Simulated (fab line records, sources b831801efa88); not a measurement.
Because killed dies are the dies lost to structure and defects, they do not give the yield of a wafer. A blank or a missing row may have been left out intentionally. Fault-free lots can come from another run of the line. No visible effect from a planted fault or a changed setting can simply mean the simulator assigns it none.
Check for tools in common / flow gf180mcu / Lots sampled 12, wafers sampled 36

== WHY IT WAS OPENED ==
Of 12 lots, 2 have the reading MVPSD_TW flagged at GF_MVPSD_TW_MEAS_11. Wafers without a fault read 552.2, standard deviation 2.9.
Rule: a lot is flagged in two cases, either no wafer of it has a number, or all its wafers with numbers fall more than 4 standard deviations from that mean. As for the other lots, they are considered sound.

lot=L848; measured=day 5 07:14; on=filmMetro-03; MVPSD_TW, wafer by wafer=548.5 551.4 547.7; flag=
lot=L851; measured=day 6 00:25; on=filmMetro-04; MVPSD_TW, wafer by wafer=552.4 548.6 552.6; flag=
lot=L854; measured=day 6 19:18; on=filmMetro-04; MVPSD_TW, wafer by wafer=550.4 551.4 549.6; flag=
lot=L860; measured=day 8 06:20; on=filmMetro-02; MVPSD_TW, wafer by wafer=554.7 553.8 556.7; flag=
lot=L861; measured=day 8 11:35; on=filmMetro-04; MVPSD_TW, wafer by wafer=359.2 357.3 360.1; flag=FLAGGED
lot=L862; measured=day 8 18:03; on=filmMetro-02; MVPSD_TW, wafer by wafer=363.8 363.0 359.5; flag=FLAGGED
lot=L864; measured=day 9 06:24; on=filmMetro-04; MVPSD_TW, wafer by wafer=552.3 552.4 551.3; flag=
lot=L865; measured=day 9 12:14; on=filmMetro-03; MVPSD_TW, wafer by wafer=552.2 549.6 551.7; flag=
lot=L866; measured=day 9 17:19; on=filmMetro-04; MVPSD_TW, wafer by wafer=551.6 553.2 553.5; flag=
lot=L867; measured=day 10 02:04; on=filmMetro-02; MVPSD_TW, wafer by wafer=552.5 553.1 552.8; flag=
lot=L868; measured=day 10 06:14; on=filmMetro-03; MVPSD_TW, wafer by wafer=550.8 551.5 551.0; flag=
lot=L869; measured=day 10 12:13; on=filmMetro-03; MVPSD_TW, wafer by wafer=552.0 554.4 552.1; flag=
The numbers of the flagged lots are 360.5 on average: -191.7 against the usual, or -66 standard deviations.

== WHICH TOOL RAN EACH LOT ==
2 process steps preceding the reading are held in the record, out of 602 steps in the route. Read each cell as the tool, then ch plus the chambers that the sampled wafers visited, then the start.
lot=L848; flag=; GF_NWELL_STRIP_10=plasmaAsher-04 ch 0,1, day 3 13:23; GF_MVPSD_IMPLANT_08=implanter-01 ch 0, day 5 06:50
lot=L851; flag=; GF_NWELL_STRIP_10=plasmaAsher-02 ch 0,1, day 4 04:40; GF_MVPSD_IMPLANT_08=implanter-03 ch 0, day 6 00:01
lot=L854; flag=; GF_NWELL_STRIP_10=plasmaAsher-02 ch 0,1, day 4 22:19; GF_MVPSD_IMPLANT_08=implanter-03 ch 0, day 6 18:54
lot=L860; flag=; GF_NWELL_STRIP_10=plasmaAsher-03 ch 0,1, day 6 06:38; GF_MVPSD_IMPLANT_08=implanter-01 ch 0, day 8 05:56
lot=L861; flag=FLAGGED; GF_NWELL_STRIP_10=plasmaAsher-02 ch 0,1, day 6 11:32; GF_MVPSD_IMPLANT_08=implanter-03 ch 0, day 8 11:13
lot=L862; flag=FLAGGED; GF_NWELL_STRIP_10=plasmaAsher-02 ch 0,1, day 6 17:07; GF_MVPSD_IMPLANT_08=implanter-03 ch 0, day 8 17:39
lot=L864; flag=; GF_NWELL_STRIP_10=plasmaAsher-03 ch 0,1, day 7 04:07; GF_MVPSD_IMPLANT_08=implanter-02 ch 0, day 9 06:00
lot=L865; flag=; GF_NWELL_STRIP_10=plasmaAsher-04 ch 0,1, day 7 10:13; GF_MVPSD_IMPLANT_08=implanter-02 ch 0, day 9 11:52
lot=L866; flag=; GF_NWELL_STRIP_10=plasmaAsher-02 ch 0,1, day 7 15:20; GF_MVPSD_IMPLANT_08=implanter-02 ch 0, day 9 16:57
lot=L867; flag=; GF_NWELL_STRIP_10=plasmaAsher-04 ch 0,1, day 7 22:22; GF_MVPSD_IMPLANT_08=implanter-02 ch 0, day 10 01:40
lot=L868; flag=; GF_NWELL_STRIP_10=plasmaAsher-03 ch 0,1, day 8 02:43; GF_MVPSD_IMPLANT_08=implanter-01 ch 0, day 10 05:50
lot=L869; flag=; GF_NWELL_STRIP_10=plasmaAsher-02 ch 0,1, day 8 06:51; GF_MVPSD_IMPLANT_08=implanter-02 ch 0, day 10 11:51
What is done by these steps:
- GF_NWELL_STRIP_10: strips in O2/N2.
- GF_MVPSD_IMPLANT_08
- GF_MVPSD_TW_MEAS_11

== FLAGGED AGAINST TOTAL, ONE TOOL AT A TIME (gauges that did the reading follow at the end) ==
step=GF_NWELL_STRIP_10; tool=plasmaAsher-02; lots run=6; flagged=2; share of the flagged lots=all; sound lots run after its first flagged lot=2 (L866,L869)
step=GF_NWELL_STRIP_10; tool=plasmaAsher-03; lots run=3; flagged=0; share of the flagged lots=none; sound lots run after its first flagged lot=-
step=GF_NWELL_STRIP_10; tool=plasmaAsher-04; lots run=3; flagged=0; share of the flagged lots=none; sound lots run after its first flagged lot=-
step=GF_MVPSD_IMPLANT_08; tool=implanter-01; lots run=3; flagged=0; share of the flagged lots=none; sound lots run after its first flagged lot=-
step=GF_MVPSD_IMPLANT_08; tool=implanter-02; lots run=5; flagged=0; share of the flagged lots=none; sound lots run after its first flagged lot=-
step=GF_MVPSD_IMPLANT_08; tool=implanter-03; lots run=4; flagged=2; share of the flagged lots=all; sound lots run after its first flagged lot=0
step=GF_MVPSD_TW_MEAS_11; tool=filmMetro-02; lots run=3; flagged=1; share of the flagged lots=some; sound lots run after its first flagged lot=1 (L867)
step=GF_MVPSD_TW_MEAS_11; tool=filmMetro-03; lots run=4; flagged=0; share of the flagged lots=none; sound lots run after its first flagged lot=-
step=GF_MVPSD_TW_MEAS_11; tool=filmMetro-04; lots run=5; flagged=1; share of the flagged lots=some; sound lots run after its first flagged lot=2 (L864,L866)

== WHAT IS ALLOWED BY THE TABLE ==
In 2 table rows, all flagged lots were run: plasmaAsher-02 (GF_NWELL_STRIP_10), implanter-03 (GF_MVPSD_IMPLANT_08).
- plasmaAsher-02 at GF_NWELL_STRIP_10 ran 6 lots, 2 of them flagged. Lots that were sound ran on it after the first flagged one (L866, L869); a persistent fault on the entire tool would not allow that.
- implanter-03 at GF_MVPSD_IMPLANT_08 ran 4 lots, 2 of them flagged. It ran its last sound lot, L854, at day 6 18:54 and its first flagged lot, L861, at day 8 11:13: a fault with its onset between the two fits. Its own readings lie more than 4 standard deviations out on every wafer of the flagged lots: doseIonsCm2, faradayCurrentUA.
implanter-03 at GF_MVPSD_IMPLANT_08 is the single tool remaining.

== WHAT THE SIMULATOR HAD PUT IN ==
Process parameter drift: implanter-03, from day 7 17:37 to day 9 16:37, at GF_MVPSD_IMPLANT_08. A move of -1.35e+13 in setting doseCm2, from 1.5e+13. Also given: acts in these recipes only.
Shown lots that were struck: L861, L862. The rule given above showed the same thing.
